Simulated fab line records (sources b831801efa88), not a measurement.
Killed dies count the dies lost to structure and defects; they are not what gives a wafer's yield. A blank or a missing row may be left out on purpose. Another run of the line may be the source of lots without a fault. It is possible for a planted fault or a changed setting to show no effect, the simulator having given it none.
Which tool was responsible?	flow sky130	Sampling: 13 lots, 39 wafers, 6 of 708 route steps

== WHAT THE GAUGES READ, wafer by wafer ==
SKY_VIA1_BOW_MEAS_03. Usual: VIA1_BOW gives 81 um (standard deviation 7.9).
lot	measured	on	VIA1_BOW (um)	flag
L812	day 33 04:29	film_metro-01	75 66 85	
L813	day 33 04:43	film_metro-04	87 83 80	
L814	day 33 14:17	film_metro-04	76 78 63	
L815	day 33 17:23	film_metro-01	81 88 87	
L818	day 35 20:23	film_metro-04	79 80 85	
L824	day 37 01:42	film_metro-02	78 85 80	
L827	day 37 22:05	film_metro-02	92 76 85	
L825	day 38 01:14	film_metro-04	73 78 69	
L828	day 38 02:10	film_metro-01	72 79 80	
L830	day 38 22:26	film_metro-01	89 95 71	
L831	day 39 04:56	film_metro-04	80 69 83	
L835	day 40 02:41	film_metro-04	78 73 79	
L834	day 40 04:35	film_metro-04	76 74 61	

SKY_METAL2_RS_MEAS_05: measurement is done with a four-point probe. Usual: METAL2_ALCU_RS gives 0.1263 ohm/sq (standard deviation 0.0016).
lot	measured	on	METAL2_ALCU_RS (ohm/sq)	flag
L812	day 34 09:07	film_metro-04	0.1272 0.1270 0.1268	
L813	day 34 09:32	film_metro-03	0.1250 0.1273 0.1266	
L814	day 35 18:34	film_metro-01	0.1275 0.1285 0.1284	
L815	day 35 19:29	film_metro-03	0.1295 0.1276 0.1285	
L818	day 36 16:37	film_metro-03	0.1272 0.1263 0.1299	
L824	day 38 03:41	film_metro-03	0.0963 0.1279 0.1259	OFF
L827	day 39 01:07	film_metro-03	0.1245 0.1260 0.1271	
L825	day 39 05:20	film_metro-04	0.1258 0.0963 0.1258	OFF
L828	day 39 05:26	film_metro-03	0.1232 0.1229 0.1230	
L830	day 40 02:01	film_metro-03	0.1253 0.1234 0.1271	
L831	day 40 07:56	film_metro-03	0.1264 0.1279 0.1267	
L835	day 41 04:11	film_metro-04	0.1284 0.1296 0.1290	
L834	day 41 07:47	film_metro-03	0.1242 0.1246 0.1273	

SKY_METAL2_THK_MEAS_06: measures by xrf. Usual: METAL2_ALCU_THK gives 251 nm (standard deviation 3.3).
lot	measured	on	METAL2_ALCU_THK (nm)	flag
L812	day 34 09:13	film_metro-04	252 250 252	
L813	day 34 09:39	film_metro-03	252 250 249	
L814	day 35 18:40	film_metro-01	245 244 245	
L815	day 35 19:37	film_metro-03	244 249 244	
L818	day 36 16:44	film_metro-03	248 252 246	
L824	day 38 03:47	film_metro-03	324 249 252	OFF
L827	day 39 01:14	film_metro-03	252 251 246	
L825	day 39 05:28	film_metro-04	254 329 254	OFF
L828	day 39 05:32	film_metro-03	255 256 256	
L830	day 40 02:08	film_metro-03	252 257 251	
L831	day 40 08:02	film_metro-03	250 246 248	
L835	day 41 04:17	film_metro-04	249 245 245	
L834	day 41 07:53	film_metro-03	252 254 248	

SKY_METAL2_CD_MEAS_15: target cd 140 nm. Usual: cd_nm 140.1 nm, standard deviation 1.5.
lot	measured	on	cd_nm (nm)	flag
L812	day 35 21:44	cd_sem-01	141.0 141.2 140.8	
L813	day 35 22:04	cd_sem-01	138.3 139.1 139.7	
L814	day 36 08:09	cd_sem-01	137.6 138.9 139.5	
L815	day 36 11:25	cd_sem-01	138.6 139.0 138.4	
L818	day 37 16:56	cd_sem-02	139.3 139.0 138.7	
L824	day 39 04:37	cd_sem-01	142.4 142.7 143.4	
L827	day 40 01:50	cd_sem-02	140.0 140.7 139.7	
L825	day 40 06:26	cd_sem-01	140.1 141.0 140.3	
L828	day 40 06:35	cd_sem-02	142.3 139.2 141.0	
L830	day 41 02:05	cd_sem-01	141.1 139.5 138.5	
L831	day 41 08:32	cd_sem-01	141.3 142.6 141.2	
L835	day 42 04:31	cd_sem-01	139.5 140.1 140.8	
L834	day 42 08:34	cd_sem-01	139.7 140.0 141.0	

== TOOL THAT RAN EACH LOT (tool first, then ch and the chambers of the sampled wafers, then the start) ==
lot	SKY_METAL2_SPUTTER_01	SKY_METAL2_SPUTTER_02
L812	pvd_sputter-04, day 34 08:57	pvd_sputter-04, day 34 08:58
L813	pvd_sputter-01, day 34 09:25	pvd_sputter-01, day 34 09:26
L814	pvd_sputter-04, day 35 18:23	pvd_sputter-04, day 35 18:25
L815	pvd_sputter-04, day 35 19:21	pvd_sputter-04, day 35 19:23
L818	pvd_sputter-04, day 36 16:29	pvd_sputter-04, day 36 16:31
L824	pvd_sputter-04, day 38 03:32	pvd_sputter-04, day 38 03:34
L827	pvd_sputter-01, day 39 00:59	pvd_sputter-01, day 39 01:01
L825	pvd_sputter-04, day 39 05:13	pvd_sputter-04, day 39 05:15
L828	pvd_sputter-01, day 39 05:17	pvd_sputter-01, day 39 05:18
L830	pvd_sputter-01, day 40 01:54	pvd_sputter-01, day 40 01:56
L831	pvd_sputter-01, day 40 07:47	pvd_sputter-01, day 40 07:49
L835	pvd_sputter-02, day 41 04:02	pvd_sputter-02, day 41 04:04
L834	pvd_sputter-04, day 41 07:38	pvd_sputter-04, day 41 07:40
- SKY_METAL2_SPUTTER_01: material TiN, target thk 20 nm, time 16.7 s.
- SKY_METAL2_SPUTTER_02: material AlCu, target thk 250 nm, time 13.3 s.

== WHAT THE TOOLS THEMSELVES READ (means of the sampled wafers that have a number; where no wafer has one, the mark that the record gives instead) ==
SKY_METAL2_SPUTTER_01. Usual: throttle_valve_pct 30.2 %, standard deviation 0.93.
lot	tool	throttle_valve_pct (%)	flag
L812	pvd_sputter-04	29.7	
L813	pvd_sputter-01	30.5	
L814	pvd_sputter-04	29.9	
L815	pvd_sputter-04	29.6	
L818	pvd_sputter-04	30.1	
L824	pvd_sputter-04	30.0	
L827	pvd_sputter-01	30.6	
L825	pvd_sputter-04	30.1	
L828	pvd_sputter-01	30.1	
L830	pvd_sputter-01	30.4	
L831	pvd_sputter-01	30.6	
L835	pvd_sputter-02	29.2	
L834	pvd_sputter-04	30.6	

SKY_METAL2_SPUTTER_02. Usual: throttle_valve_pct 30.2 %, standard deviation 0.93.
lot	tool	throttle_valve_pct (%)	flag
L812	pvd_sputter-04	29.7	
L813	pvd_sputter-01	30.4	
L814	pvd_sputter-04	30.0	
L815	pvd_sputter-04	29.6	
L818	pvd_sputter-04	30.1	
L824	pvd_sputter-04	30.2	
L827	pvd_sputter-01	30.4	
L825	pvd_sputter-04	30.1	
L828	pvd_sputter-01	30.1	
L830	pvd_sputter-01	30.3	
L831	pvd_sputter-01	30.4	
L835	pvd_sputter-02	29.1	
L834	pvd_sputter-04	30.5	

== THE ANSWER, worked out from the rows above alone ==
Rule: lot off if the mean of its wafers having a number is beyond 3 standard deviations from the usual mean. Also off: a lot with no number at a reading for which 4 or more lots have one. Where the step has rows for the other lots, those lots are counted as sound. First the gauges in route order, then the tools' own readings, where a lot's mean is used as printed above. The first step at which some lot is off is used, and at that step the reading that is off furthest; a lot without a number counts as furthest.
Off: L824, L825, at SKY_METAL2_RS_MEAS_05 (METAL2_ALCU_RS).
If a tool, at a process step before that reading, ran all the lots that are off and no sound lot after the first of them, it fits. Gauges at SKY_METAL2_RS_MEAS_05: tried the same way as those tools. Not one of the candidates tried fits.

== WHAT WAS PUT IN BY THE SIMULATOR ==
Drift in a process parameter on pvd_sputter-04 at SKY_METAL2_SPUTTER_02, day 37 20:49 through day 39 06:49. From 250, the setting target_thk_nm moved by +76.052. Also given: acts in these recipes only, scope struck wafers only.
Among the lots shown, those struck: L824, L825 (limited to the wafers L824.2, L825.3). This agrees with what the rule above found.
